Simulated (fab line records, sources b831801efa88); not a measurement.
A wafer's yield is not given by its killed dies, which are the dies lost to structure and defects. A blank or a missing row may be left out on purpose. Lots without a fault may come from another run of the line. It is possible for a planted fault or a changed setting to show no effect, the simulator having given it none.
fab line records ; flow sky130 ; part 1 of 2: steps 1 to 43 of 44
[record] lots = 6; wafers = 18; last-day = 50
route steps=708 shown SONOS_TUNNEL@160 SONOS_ONO@168 GATE_OXIDE@187 PAD_OPEN@708
lots with no fault: from the same line, run without faults
start-h: start of the lot's first displayed wafer, in hours after the record's first day ; wait-h: hours elapsed since this lot's preceding step ; " as in the row above ; L1.1+2: a row that stands for several wafers ; - no value present, or no start provided ; * or withheld: withheld ; < > ~ a bound
route shown NAME@n: a module of which the file shows steps, and the number in the route of the first ; usual: average and standard deviation across the fault-free wafers ; same: alike in all rows ; chamber/n: place in a boat ; sites: the reading at each site ; _std_site: their standard deviation ; _edge_site: outer sites' mean less inner sites' ; radius-mm: for every site, how far away it sits from the centre of the wafer ; mask NAME#n: copy n ; behind: the last tool/chamber to shape the wafer ; hold: cause of the lot's hold/its duration in hours/its outcome ; device: the transistor (n, p or np) that didn't switch ; end of line: tests of these same wafers at the route's end ; step lacking rows: just its recipe ; killed: not the wafer's yield, but the dies lost to structure and defects at the first sort ; map: per-die view of a wafer (x killed, . not killed, _ where there is no die)
set.NAME: the setting the step ran with; set.NAME@STEP: the setting that earlier step ran with ; model.NAME: the simulator's own value behind a step, which no gauge read
certain route steps with their lots: each step a table, each wafer a row
services: from which hour (start-h, from the record's first day; less than 0 if before it) a tool's chamber was out of use, for how many hours, and why
[[steps]]
[step SKY_SONOS_TUNNEL_DEVELOP_06]
[recipe] resist = NOVOLAK; developer = TMAH; develop-time-s = 60; dev-temp-c = 23
[step SKY_SONOS_TUNNEL_CD_MEAS_07]
[recipe] target-cd-nm = 410
[usual] cd-nm = 410.2/2.3
lot.wafer;tool;chamber;start-h;wait-h;cd-nm
L788.2;cd-sem-02;-;255.94;0.1;413.8
L788.5;cd-sem-02;-;255.94;0.1;412.3
L788.6;cd-sem-02;-;255.94;0.1;414.3
L790.1;cd-sem-02;-;279.02;0.1;411.8
L790.2;cd-sem-02;-;279.02;0.1;410.9
L790.6;cd-sem-02;-;279.02;0.1;411.4
L800.1;cd-sem-02;-;350.96;0.1;407.1
L800.3;cd-sem-02;-;350.96;0.1;407.5
L800.4;cd-sem-02;-;350.96;0.1;405.4
L801.3;cd-sem-02;-;360.34;0.1;413.1
L801.5;cd-sem-02;-;360.34;0.1;413.2
L801.6;cd-sem-02;-;360.34;0.1;413.1
L809.2;cd-sem-02;-;419.39;0.1;407.3
L809.4;cd-sem-02;-;419.39;0.1;404.2
L809.6;cd-sem-02;-;419.39;0.1;407.7
L810.2;cd-sem-01;-;434.88;0.1;411.6
L810.5;cd-sem-01;-;434.88;0.1;411.6
L810.6;cd-sem-01;-;434.88;0.1;409.0
[step SKY_SONOS_TUNNEL_OVL_MEAS_08]
[usual] SONOS_TUNNEL_OVL = -0.3/1.5
lot.wafer;tool;chamber;start-h;wait-h;SONOS_TUNNEL_OVL[nm]
L788.2;overlay-02;-;256.04;0.1;0.4
L788.5;overlay-02;-;256.04;0.1;-0.5
L788.6;overlay-02;-;256.04;0.1;0.5
L790.1;overlay-02;-;279.14;0.1;0.7
L790.2;overlay-02;-;279.14;0.1;1.1
L790.6;overlay-02;-;279.14;0.1;2.2
L800.1;overlay-02;-;351.08;0.1;0.3
L800.3;overlay-02;-;351.08;0.1;0.0
L800.4;overlay-02;-;351.08;0.1;0.9
L801.3;overlay-02;-;360.44;0.1;0.3
L801.5;overlay-02;-;360.44;0.1;2.1
L801.6;overlay-02;-;360.44;0.1;-0.4
L809.2;overlay-02;-;419.49;0.1;0.9
L809.4;overlay-02;-;419.49;0.1;0.2
L809.6;overlay-02;-;419.49;0.1;0.9
L810.2;overlay-02;-;434.99;0.1;0.8
L810.5;overlay-02;-;434.99;0.1;1.0
L810.6;overlay-02;-;434.99;0.1;0.0
[step SKY_SONOS_TUNNEL_IMPLANT_09]
[recipe] species = B; energy-kev = 20; dose-cm2 = 1e+12; tilt-deg = withheld
[step SKY_SONOS_TUNNEL_WET_ETCH_10]
[recipe] chemistry = dHF; target-depth-nm = 14; target = SiO2; dilution = 100:1; temp-c = 25; time-s = 280
[step SKY_SONOS_TUNNEL_STRIP_11]
[recipe] chemistry = SPM; time-s = 600; temp-c = 130
[step SKY_SONOS_TUNNEL_TW_MEAS_12]
[usual] SONOS_TUNNEL_TW = 197.6/1.2
lot.wafer;tool;chamber;start-h;wait-h;SONOS_TUNNEL_TW
L788.2;film-metro-04;-;256.50;0.0;197.2
L788.5;film-metro-04;-;256.50;0.0;196.5
L788.6;film-metro-04;-;256.50;0.0;195.9
L790.1;film-metro-03;-;279.58;0.0;198.9
L790.2;film-metro-03;-;279.58;0.0;199.7
L790.6;film-metro-03;-;279.58;0.0;199.0
L800.1;film-metro-03;-;351.53;0.0;197.7
L800.3;film-metro-03;-;351.53;0.0;198.8
L800.4;film-metro-03;-;351.53;0.0;197.9
L801.3;film-metro-03;-;360.89;0.0;198.7
L801.5;film-metro-03;-;360.89;0.0;199.4
L801.6;film-metro-03;-;360.89;0.0;198.5
L809.2;film-metro-02;-;420.12;0.0;198.0
L809.4;film-metro-02;-;420.12;0.0;199.4
L809.6;film-metro-02;-;420.12;0.0;198.7
L810.2;film-metro-02;-;435.44;0.0;198.3
L810.5;film-metro-02;-;435.44;0.0;199.2
L810.6;film-metro-02;-;435.44;0.0;198.0
[step SKY_SONOS_TUNNEL_CLEAN_13]
[recipe] chemistry = dHF; time-s = 20; dilution = 100:1; dry = ipa-marangoni
[step SKY_SONOS_ONO_OXIDATION_00]
[recipe] temp-c = 800; ambient = O2; idle-temp-c = 700; ramp-up-c-per-min = 10; ramp-down-c-per-min = 3; stabilise-s = 600; purge-s = 300; target-thk-a = 26; ox-time-s = 1230
[step SKY_SONOS_ONO_THK_MEAS_01]
[recipe] reads = SiO2_of_SONOS_ONO_OXIDATION_00
[usual] SONOS_ONO_OXIDATION_THK = 2.58/0.052
lot.wafer;tool;chamber;start-h;wait-h;SONOS_ONO_OXIDATION_THK[nm]
L788.2;film-metro-01;-;259.69;0.0;2.66
L788.5;film-metro-01;-;259.69;0.0;2.58
L788.6;film-metro-01;-;259.69;0.0;2.63
L790.1;film-metro-03;-;282.05;0.0;2.58
L790.2;film-metro-03;-;282.05;0.0;2.67
L790.6;film-metro-03;-;282.05;0.0;2.60
L800.1;film-metro-01;-;353.15;0.0;2.62
L800.3;film-metro-01;-;353.15;0.0;2.65
L800.4;film-metro-01;-;353.15;0.0;2.56
L801.3;film-metro-01;-;365.17;0.0;2.47
L801.5;film-metro-01;-;365.17;0.0;2.54
L801.6;film-metro-01;-;365.17;0.0;2.52
L809.2;film-metro-02;-;422.76;0.0;2.63
L809.4;film-metro-02;-;422.76;0.0;2.50
L809.6;film-metro-02;-;422.76;0.0;2.56
L810.2;film-metro-01;-;436.86;0.0;2.53
L810.5;film-metro-01;-;436.86;0.0;2.59
L810.6;film-metro-01;-;436.86;0.0;2.58
[step SKY_SONOS_ONO_CVD_02]
[recipe] material = Si3N4; precursor = DCS/NH3; target-thk-nm = 10.5; temp-c = 770; time-s = 180; pressure-mtorr = 250
[step SKY_SONOS_ONO_THK_MEAS_03]
[recipe] reads = Si3N4_of_SONOS_ONO_CVD_02
[usual] SONOS_ONO_CVD_02_THK = 10.58/0.14
lot.wafer;tool;chamber;start-h;wait-h;SONOS_ONO_CVD_02_THK[nm]
L788.2;film-metro-03;-;260.80;0.0;10.50
L788.5;film-metro-03;-;260.80;0.0;10.40
L788.6;film-metro-03;-;260.80;0.0;10.28
L790.1;film-metro-03;-;283.16;0.0;10.47
L790.2;film-metro-03;-;283.16;0.0;10.43
L790.6;film-metro-03;-;283.16;0.0;10.43
L800.1;film-metro-01;-;354.53;0.0;10.37
L800.3;film-metro-01;-;354.53;0.0;10.54
L800.4;film-metro-01;-;354.53;0.0;10.59
L801.3;film-metro-01;-;366.28;0.0;10.60
L801.5;film-metro-01;-;366.28;0.0;10.66
L801.6;film-metro-01;-;366.28;0.0;10.46
L809.2;film-metro-03;-;454.37;0.0;10.63
L809.4;film-metro-03;-;454.37;0.0;10.61
L809.6;film-metro-03;-;454.37;0.0;10.53
L810.2;film-metro-02;-;454.37;0.0;10.65
L810.5;film-metro-02;-;454.37;0.0;10.66
L810.6;film-metro-02;-;454.37;0.0;10.67
[step SKY_SONOS_ONO_CVD_04]
[recipe] material = SiO2; precursor = SiH4/N2O; target-thk-nm = 5.7199; temp-c = 900; pressure-mtorr = 400
[usual] pressure-mtorr = 399.8/0.85
lot.wafer;tool;chamber;start-h;wait-h;pressure-mtorr;model.SiO2_of_SONOS_ONO_CVD_04.thk-nm
L788.2;lpcvd-03;0;260.85;0.0;400.3;5.79
L788.5;lpcvd-03;0;260.85;0.0;400.4;5.784
L788.6;lpcvd-03;0;260.85;0.0;401.4;5.857
L790.1;lpcvd-03;0;283.22;0.1;401.4;5.767
L790.2;lpcvd-03;0;283.22;0.1;399.9;5.773
L790.6;lpcvd-03;0;283.22;0.1;401.3;5.792
L800.1;lpcvd-03;1;354.59;0.1;399.2;6.378
L800.3;lpcvd-03;1;354.59;0.1;399.5;6.416
L800.4;lpcvd-03;1;354.59;0.1;400.6;6.416
L801.3;lpcvd-03;0;366.32;0.0;400.4;6.401
L801.5;lpcvd-03;0;366.32;0.0;399.8;6.447
L801.6;lpcvd-03;0;366.32;0.0;399.5;6.374
L809.2;lpcvd-03;1;454.42;0.0;399.2;5.747
L809.4;lpcvd-03;1;454.42;0.0;399.9;5.85
L809.6;lpcvd-03;1;454.42;0.0;399.2;5.707
L810.2;lpcvd-03;1;454.42;0.0;399.7;5.719
L810.5;lpcvd-03;1;454.42;0.0;399.9;5.806
L810.6;lpcvd-03;1;454.42;0.0;399.6;5.752
[step SKY_SONOS_ONO_THK_MEAS_05]
[recipe] reads = SiO2_of_SONOS_ONO_CVD_04
[usual] SONOS_ONO_CVD_04_THK = 5.83/0.081
lot.wafer;tool;chamber;start-h;wait-h;SONOS_ONO_CVD_04_THK[nm]
L788.2;film-metro-03;-;262.11;0.0;5.80
L788.5;film-metro-03;-;262.11;0.0;5.77
L788.6;film-metro-03;-;262.11;0.0;5.83
L790.1;film-metro-03;-;284.47;0.0;5.73
L790.2;film-metro-03;-;284.47;0.0;5.74
L790.6;film-metro-03;-;284.47;0.0;5.81
L800.1;film-metro-03;-;355.84;0.0;6.43
L800.3;film-metro-03;-;355.84;0.0;6.43
L800.4;film-metro-03;-;355.84;0.0;6.45
L801.3;film-metro-01;-;367.62;0.0;6.45
L801.5;film-metro-01;-;367.62;0.0;6.46
L801.6;film-metro-01;-;367.62;0.0;6.40
L809.2;film-metro-03;-;455.68;0.0;5.76
L809.4;film-metro-03;-;455.68;0.0;5.88
L809.6;film-metro-03;-;455.68;0.0;5.68
L810.2;film-metro-02;-;455.69;0.0;5.74
L810.5;film-metro-02;-;455.69;0.0;5.79
L810.6;film-metro-02;-;455.69;0.0;5.71
[step SKY_SONOS_ONO_DEHYDRATE_06]
[recipe] temp-c = 200; time-s = 60
[step SKY_SONOS_ONO_HMDS_07]
[recipe] prime-time-s = 60; prime-temp-c = 120
[step SKY_SONOS_ONO_COAT_08]
[recipe] resist = NOVOLAK; spin-rpm = 3000; resist-thk-nm = 1140
[step SKY_SONOS_ONO_SOFTBAKE_09]
[recipe] temp-c = 90; time-s = 60; resist = NOVOLAK
[step SKY_SONOS_ONO_EXPOSE_10]
[recipe] mask-id = ONOM; target-cd-nm = 410; na = 0.6; source-shape = conventional; sigma-outer = 0.6; dose-mj = 150
[step SKY_SONOS_ONO_PEB_11]
[recipe] temp-c = withheld; time-s = *; resist = NOVOLAK
[step SKY_SONOS_ONO_DEVELOP_12]
[recipe] develop-time-s = 60; dev-temp-c = 23
[step SKY_SONOS_ONO_CD_MEAS_13]
[recipe] target-cd-nm = 410
[usual] cd-nm = 410.4/2.3
lot.wafer;tool;chamber;start-h;wait-h;cd-nm
L788.2;cd-sem-02;-;286.59;0.1;407.5
L788.5;cd-sem-02;-;286.59;0.1;406.2
L788.6;cd-sem-02;-;286.59;0.1;408.4
L790.1;cd-sem-02;-;309.64;0.1;408.5
L790.2;cd-sem-02;-;309.64;0.1;409.9
L790.6;cd-sem-02;-;309.64;0.1;410.2
L800.1;cd-sem-01;-;383.27;0.1;411.3
L800.3;cd-sem-01;-;383.27;0.1;411.3
L800.4;cd-sem-01;-;383.27;0.1;412.3
L801.3;cd-sem-01;-;395.53;0.1;411.9
L801.5;cd-sem-01;-;395.53;0.1;410.7
L801.6;cd-sem-01;-;395.53;0.1;409.4
L809.2;cd-sem-02;-;485.94;0.1;417.3
L809.4;cd-sem-02;-;485.94;0.1;417.2
L809.6;cd-sem-02;-;485.94;0.1;416.1
L810.2;cd-sem-01;-;486.24;0.1;410.7
L810.5;cd-sem-01;-;486.24;0.1;409.4
L810.6;cd-sem-01;-;486.24;0.1;409.1
[step SKY_SONOS_ONO_OVL_MEAS_14]
[usual] SONOS_ONO_OVL = 0.2/1.5
lot.wafer;tool;chamber;start-h;wait-h;SONOS_ONO_OVL[nm]
L788.2;overlay-02;-;286.69;0.1;3.3
L788.5;overlay-02;-;286.69;0.1;1.6
L788.6;overlay-02;-;286.69;0.1;1.2
L790.1;overlay-02;-;309.76;0.1;0.6
L790.2;overlay-02;-;309.76;0.1;-0.7
L790.6;overlay-02;-;309.76;0.1;-0.2
L800.1;overlay-02;-;383.39;0.1;0.8
L800.3;overlay-02;-;383.39;0.1;1.5
L800.4;overlay-02;-;383.39;0.1;-0.2
L801.3;overlay-01;-;395.62;0.1;0.7
L801.5;overlay-01;-;395.62;0.1;0.3
L801.6;overlay-01;-;395.62;0.1;1.7
L809.2;overlay-02;-;486.04;0.1;-1.7
L809.4;overlay-02;-;486.04;0.1;-0.6
L809.6;overlay-02;-;486.04;0.1;-0.5
L810.2;overlay-01;-;486.34;0.1;-0.8
L810.5;overlay-01;-;486.34;0.1;0.3
L810.6;overlay-01;-;486.34;0.1;-0.4
[step SKY_SONOS_ONO_ETCH_15]
[recipe] target-depth-nm = 19.52; chemistry = CHF3/O2; source-w = 600; bias-w = 200; pressure-mtorr = 40; chf3-flow-sccm = 50; O2_flow_sccm = 5; time-s = 7.8
[usual] drypump-motor-current-A = 5.6/0.43; oes-product-au = 0.999/0.014; throttle-valve-pct = 8.823/0.0097
lot.wafer;tool;chamber;start-h;wait-h;drypump-motor-current-A;oes-product-au;rf-hours-counter-h;throttle-valve-pct
L788.2;rie-diel-03;3;286.72;0.0;6.2;1.011;24;8.836
L788.5;rie-diel-03;3;286.72;0.0;6.2;1.019;-;8.821
L788.6;rie-diel-03;0;286.72;0.0;5.6;0.993;-;8.836
L790.1;rie-diel-01;0;309.79;0.0;5.5;0.986;101;8.818
L790.2;rie-diel-01;1;309.79;0.0;5.7;0.994;8;8.816
L790.6;rie-diel-01;3;309.79;0.0;5.3;1.007;-;8.826
L800.1;rie-diel-03;1;383.42;0.0;5.1;0.979;2;8.845
L800.3;rie-diel-03;0;383.42;0.0;5.7;0.991;28;8.823
L800.4;rie-diel-03;0;383.42;0.0;5.6;0.999;-;8.826
L801.3;rie-diel-02;1;395.64;0.0;5.4;0.999;2;8.801
L801.5;rie-diel-02;3;395.64;0.0;5.8;0.996;-;8.820
L801.6;rie-diel-02;2;395.64;0.0;4.8;1.032;-;8.828
L809.2;rie-diel-02;1;486.07;0.0;5.5;0.990;3;8.831
L809.4;rie-diel-02;3;486.07;0.0;5.8;0.996;-;8.822
L809.6;rie-diel-02;1;486.07;0.0;5.5;0.995;-;8.827
L810.2;rie-diel-01;3;486.37;0.0;5.3;0.993;3;8.826
L810.5;rie-diel-01;2;486.37;0.0;5.8;1.005;-;8.835
L810.6;rie-diel-01;1;486.37;0.0;5.7;0.999;-;8.812
[step SKY_SONOS_ONO_WET_ETCH_16]
[recipe] chemistry = dHF; target-depth-nm = 14; dry = n2-spin; target = SiO2; dilution = 100:1; temp-c = 25; time-s = 280
[step SKY_SONOS_ONO_STRIP_17]
[recipe] chemistry = O2/N2; power-w = 1400; pressure-mtorr = 1500; platen-temp-c = withheld; o2-flow-sccm = 3000; n2-flow-sccm = 300; overash-fraction = 0.5
[usual] drypump-motor-current-A = 5.25/0.27; o2-flow-sccm = 3000/8.7; oes-product-au = 0.710/0.005; strip-time-to-endpoint-s = 14.11/0.036
lot.wafer;tool;chamber;start-h;wait-h;drypump-motor-current-A;o2-flow-sccm;oes-product-au;rf-hours-counter-h;strip-time-to-endpoint-s
L788.2;plasma-asher-03;1;286.83;0.0;5.26;3017;0.718;61;14.17
L788.5;plasma-asher-03;0;286.83;0.0;5.52;2986;0.716;-;14.10
L788.6;plasma-asher-03;1;286.83;0.0;5.26;2993;0.713;-;14.18
L790.1;plasma-asher-01;0;309.90;0.0;5.49;2991;0.714;18;14.09
L790.2;plasma-asher-01;1;309.90;0.0;4.96;3000;0.716;18;14.13
L790.6;plasma-asher-01;1;309.90;0.0;4.95;3005;0.713;-;14.05
L800.1;plasma-asher-01;0;383.65;0.0;5.48;3009;0.709;27;14.11
L800.3;plasma-asher-01;1;383.65;0.0;5.00;3018;0.708;-;14.14
L800.4;plasma-asher-01;0;383.65;0.0;5.51;3016;0.706;-;14.13
L801.3;plasma-asher-01;0;395.79;0.0;5.55;2997;0.700;-;14.16
L801.5;plasma-asher-01;1;395.79;0.0;4.95;3000;0.713;-;14.15
L801.6;plasma-asher-01;0;395.79;0.0;5.51;2998;0.711;-;14.11
L809.2;plasma-asher-02;1;486.19;0.0;4.93;3011;0.723;7;14.09
L809.4;plasma-asher-02;1;486.19;0.0;4.93;3007;0.713;-;14.10
L809.6;plasma-asher-02;0;486.19;0.0;5.51;3014;0.712;-;14.03
L810.2;plasma-asher-01;0;486.49;0.0;5.49;3002;0.708;40;14.14
L810.5;plasma-asher-01;0;486.49;0.0;5.49;3009;0.711;-;14.12
L810.6;plasma-asher-01;1;486.49;0.0;4.99;3005;0.726;-;14.10
[step SKY_SONOS_ONO_WET_ETCH_18]
[recipe] chemistry = H3PO4; target-depth-nm = 15; target = Si3N4; temp-c = 160; time-s = 172
[step SKY_GATE_OXIDE_CLEAN_00]
[recipe] chemistry = SC1/SC2; mix = 1:4:20; temp-c = 70; time-s = 150; dry = n2-spin
[step SKY_GATE_OXIDE_OXIDATION_01]
[recipe] temp-c = 900; ambient = O2; stabilise-s = 600; purge-s = 300; target-thk-a = 102.68; ox-time-s = 1473
[step SKY_GATE_OXIDE_THK_MEAS_02]
[recipe] reads = SiO2_of_GATE_OXIDE_OXIDATION_01
[usual] GATE_OXIDE_OXIDATION_00_THK = 10.23/0.22
lot.wafer;tool;chamber;start-h;wait-h;GATE_OXIDE_OXIDATION_00_THK[nm]
L788.2;film-metro-04;-;288.94;0.0;10.38
L788.5;film-metro-04;-;288.94;0.0;10.58
L788.6;film-metro-04;-;288.94;0.0;10.37
L790.1;film-metro-04;-;311.52;0.0;10.08
L790.2;film-metro-04;-;311.52;0.0;10.15
L790.6;film-metro-04;-;311.52;0.0;9.98
L800.1;film-metro-04;-;385.67;0.0;10.21
L800.3;film-metro-04;-;385.67;0.0;10.26
L800.4;film-metro-04;-;385.67;0.0;10.23
L801.3;film-metro-01;-;399.84;0.0;10.16
L801.5;film-metro-01;-;399.84;0.0;10.22
L801.6;film-metro-01;-;399.84;0.0;10.07
L809.2;film-metro-01;-;488.64;0.0;9.79
L809.4;film-metro-01;-;488.64;0.0;9.77
L809.6;film-metro-01;-;488.64;0.0;9.84
L810.2;film-metro-02;-;488.64;0.0;9.98
L810.5;film-metro-02;-;488.64;0.0;10.13
L810.6;film-metro-02;-;488.64;0.0;10.10
[step SKY_GATE_OXIDE_DEHYDRATE_03]
[recipe] temp-c = 200; time-s = 60
[step SKY_GATE_OXIDE_HMDS_04]
[recipe] prime-time-s = 60; prime-temp-c = 120
[step SKY_GATE_OXIDE_COAT_05]
[recipe] resist = NOVOLAK; spin-rpm = 3000; resist-thk-nm = 1140
[step SKY_GATE_OXIDE_SOFTBAKE_06]
[recipe] temp-c = 89.37; time-s = 60; resist = NOVOLAK
[step SKY_GATE_OXIDE_EXPOSE_07]
[recipe] mask-id = LVOM; na = 0.6; source-shape = conventional; sigma-outer = 0.6; polarization = unpolarized; target-cd-nm = 600; dose-mj = 170
[step SKY_GATE_OXIDE_PEB_08]
[recipe] temp-c = withheld; time-s = *; resist = NOVOLAK
[step SKY_GATE_OXIDE_DEVELOP_09]
[recipe] resist = NOVOLAK; developer = TMAH; develop-time-s = 60; dev-temp-c = 23
[step SKY_GATE_OXIDE_OVL_MEAS_10]
[usual] GATE_OXIDE_OVL = 0.1/1.6
lot.wafer;tool;chamber;start-h;wait-h;GATE_OXIDE_OVL[nm]
L788.2;overlay-01;-;314.11;0.1;-2.5
L788.5;overlay-01;-;314.11;0.1;-1.2
L788.6;overlay-01;-;314.11;0.1;-2.3
L790.1;overlay-02;-;337.50;0.1;-0.7
L790.2;overlay-02;-;337.50;0.1;-1.6
L790.6;overlay-02;-;337.50;0.1;-0.3
L800.1;overlay-02;-;414.85;0.1;-0.2
L800.3;overlay-02;-;414.85;0.1;-0.4
L800.4;overlay-02;-;414.85;0.1;0.2
L801.3;overlay-02;-;429.15;0.1;1.4
L801.5;overlay-02;-;429.15;0.1;-0.2
L801.6;overlay-02;-;429.15;0.1;0.7
L810.2;overlay-01;-;518.77;0.1;2.8
L810.5;overlay-01;-;518.77;0.1;2.1
L810.6;overlay-01;-;518.77;0.1;1.7
L809.2;overlay-02;-;519.07;0.1;-0.9
L809.4;overlay-02;-;519.07;0.1;-1.5
L809.6;overlay-02;-;519.07;0.1;-2.2
[step SKY_GATE_OXIDE_IMPLANT_11]
[recipe] species = B; energy-kev = 10; dose-cm2 = 2.6e+12; tilt-deg = withheld
[step SKY_GATE_OXIDE_WET_ETCH_12]
[recipe] chemistry = dHF; target-depth-nm = 16.8; dry = n2-spin; target = SiO2; dilution = 100:1; temp-c = 25; time-s = 336
[step SKY_GATE_OXIDE_STRIP_13]
[recipe] chemistry = O2/N2; power-w = 1400; pressure-mtorr = 1500; platen-temp-c = withheld; o2-flow-sccm = 3000; n2-flow-sccm = 300; overash-fraction = 0.5
[usual] drypump-motor-current-A = 5.6/0.46; o2-flow-sccm = 3001/9.8; oes-product-au = 0.716/0.0045; strip-time-to-endpoint-s = 14.21/0.039
lot.wafer;tool;chamber;start-h;wait-h;drypump-motor-current-A;o2-flow-sccm;oes-product-au;rf-hours-counter-h;strip-time-to-endpoint-s
L788.2;plasma-asher-01;0;314.39;0.0;5.5;2995;0.709;19;14.24
L788.5;plasma-asher-01;0;314.39;0.0;5.5;2988;0.715;-;14.29
L788.6;plasma-asher-01;1;314.39;0.0;5.0;2997;0.714;-;14.27
L790.1;plasma-asher-04;0;337.79;0.0;5.9;2994;0.718;52;14.20
L790.2;plasma-asher-04;1;337.79;0.0;6.2;2998;0.714;52;14.21
L790.6;plasma-asher-04;0;337.79;0.0;5.9;3003;0.711;-;14.23
L800.1;plasma-asher-02;0;415.14;0.0;5.5;3010;0.718;74;14.13
L800.3;plasma-asher-02;1;415.14;0.0;4.9;2998;0.717;-;14.13
L800.4;plasma-asher-02;0;415.14;0.0;5.5;2994;0.716;-;14.16
L801.3;plasma-asher-01;0;429.46;0.0;5.5;3002;0.726;-;14.20
L801.5;plasma-asher-01;0;429.46;0.0;5.5;3003;0.711;-;14.22
L801.6;plasma-asher-01;1;429.46;0.0;5.0;3018;0.717;-;14.25
L810.2;plasma-asher-02;0;519.05;0.0;5.5;2995;0.721;10;14.20
L810.5;plasma-asher-02;1;519.05;0.0;5.0;3004;0.726;-;14.22
L810.6;plasma-asher-02;0;519.05;0.0;5.5;2992;0.722;-;14.21
L809.2;plasma-asher-04;1;519.35;0.0;6.2;2991;0.716;73;14.28
L809.4;plasma-asher-04;1;519.35;0.0;6.2;2988;0.721;-;14.22
L809.6;plasma-asher-04;1;519.35;0.0;6.2;2997;0.712;-;14.28
[step SKY_GATE_OXIDE_TW_MEAS_14]
[usual] GATE_OXIDE_TW = 223.4/1.2
lot.wafer;tool;chamber;start-h;wait-h;GATE_OXIDE_TW
L788.2;film-metro-01;-;314.50;0.1;221.3
L788.5;film-metro-01;-;314.50;0.1;220.9
L788.6;film-metro-01;-;314.50;0.1;221.4
L790.1;film-metro-04;-;337.89;0.1;222.4
L790.2;film-metro-04;-;337.89;0.1;225.0
L790.6;film-metro-04;-;337.89;0.1;223.1
L800.1;film-metro-02;-;415.24;0.1;225.7
L800.3;film-metro-02;-;415.24;0.1;224.7
L800.4;film-metro-02;-;415.24;0.1;224.4
L801.3;film-metro-04;-;429.54;0.1;223.8
L801.5;film-metro-04;-;429.54;0.1;224.6
L801.6;film-metro-04;-;429.54;0.1;223.7
L810.2;film-metro-04;-;519.16;0.1;223.4
L810.5;film-metro-04;-;519.16;0.1;224.3
L810.6;film-metro-04;-;519.16;0.1;223.9
L809.2;film-metro-02;-;519.46;0.1;225.9
L809.4;film-metro-02;-;519.46;0.1;225.3
L809.6;film-metro-02;-;519.46;0.1;224.6
[step SKY_GATE_OXIDE_CLEAN_15]
[recipe] chemistry = SC1/SC2; mix = 1:4:20; temp-c = 70; time-s = 150; dry = n2-spin
lot.wafer;tool;chamber;start-h;wait-h;model.SiO2_of_SONOS_ONO_CVD_04.thk-nm
L788.2;wet-bench-01;0;314.55;0.0;4.277
L788.5;wet-bench-01;0;314.55;0.0;4.272
L788.6;wet-bench-01;0;314.55;0.0;4.342
L790.1;wet-bench-04;3;337.95;0.1;4.255
L790.2;wet-bench-04;3;337.95;0.1;4.258
L790.6;wet-bench-04;3;337.95;0.1;4.28
L800.1;wet-bench-04;2;415.30;0.1;4.866
L800.3;wet-bench-04;2;415.30;0.1;4.906
L800.4;wet-bench-04;2;415.30;0.1;4.907
L801.3;wet-bench-04;0;429.58;0.0;4.875
L801.5;wet-bench-04;0;429.58;0.0;4.921
L801.6;wet-bench-04;0;429.58;0.0;4.849
L810.2;wet-bench-01;2;519.21;0.0;4.187
L810.5;wet-bench-01;2;519.21;0.0;4.272
L810.6;wet-bench-01;2;519.21;0.0;4.225
L809.2;wet-bench-02;0;519.51;0.0;4.229
L809.4;wet-bench-02;0;519.51;0.0;4.334
L809.6;wet-bench-02;0;519.51;0.0;4.193
[[key]]
[first-sign] step = SKY_SONOS_ONO_THK_MEAS_05; reading = SONOS_ONO_CVD_04_THK; direction = up; sigmas = 7.4; usual = 5.83; struck = 6.44
effect none on later readings
[model-effect] step = SKY_SONOS_ONO_CVD_04; value = SiO2_of_SONOS_ONO_CVD_04.thk-nm; without = 5.846; struck = 6.405
[model-effect] step = SKY_GATE_OXIDE_CLEAN_15; value = SiO2_of_SONOS_ONO_CVD_04.thk-nm; without = 4.328; struck = 4.887
[model-effect] step = SKY_PAD_OPEN_PROBE_99; value = etest.sonos-erased.drive-ua-um; without = 176.1; struck = 144.5
met-at SKY_SONOS_ONO_CVD_04
struck-wafers L800.1,L800.3,L800.4,L801.3,L801.5,L801.6
tester-left-out L800,L801
onset-between 283.22 354.59
[fault] kind = process-parameter-drift; tool = lpcvd-03; chamber = -; onset-h = 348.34; steps = SKY_SONOS_ONO_CVD_04; channel = target-thk-nm; offset = 0.55961; shape = step; end-h = 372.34; stated = 5.7199
// tester-left-out: of these lots the tester's yield and bins aren't shown, on N5 and GAA mostly nor the transistor test; their killed dies are dies lost to structure and defects alone, not to doping, threshold or leakage, so they don't give the yield
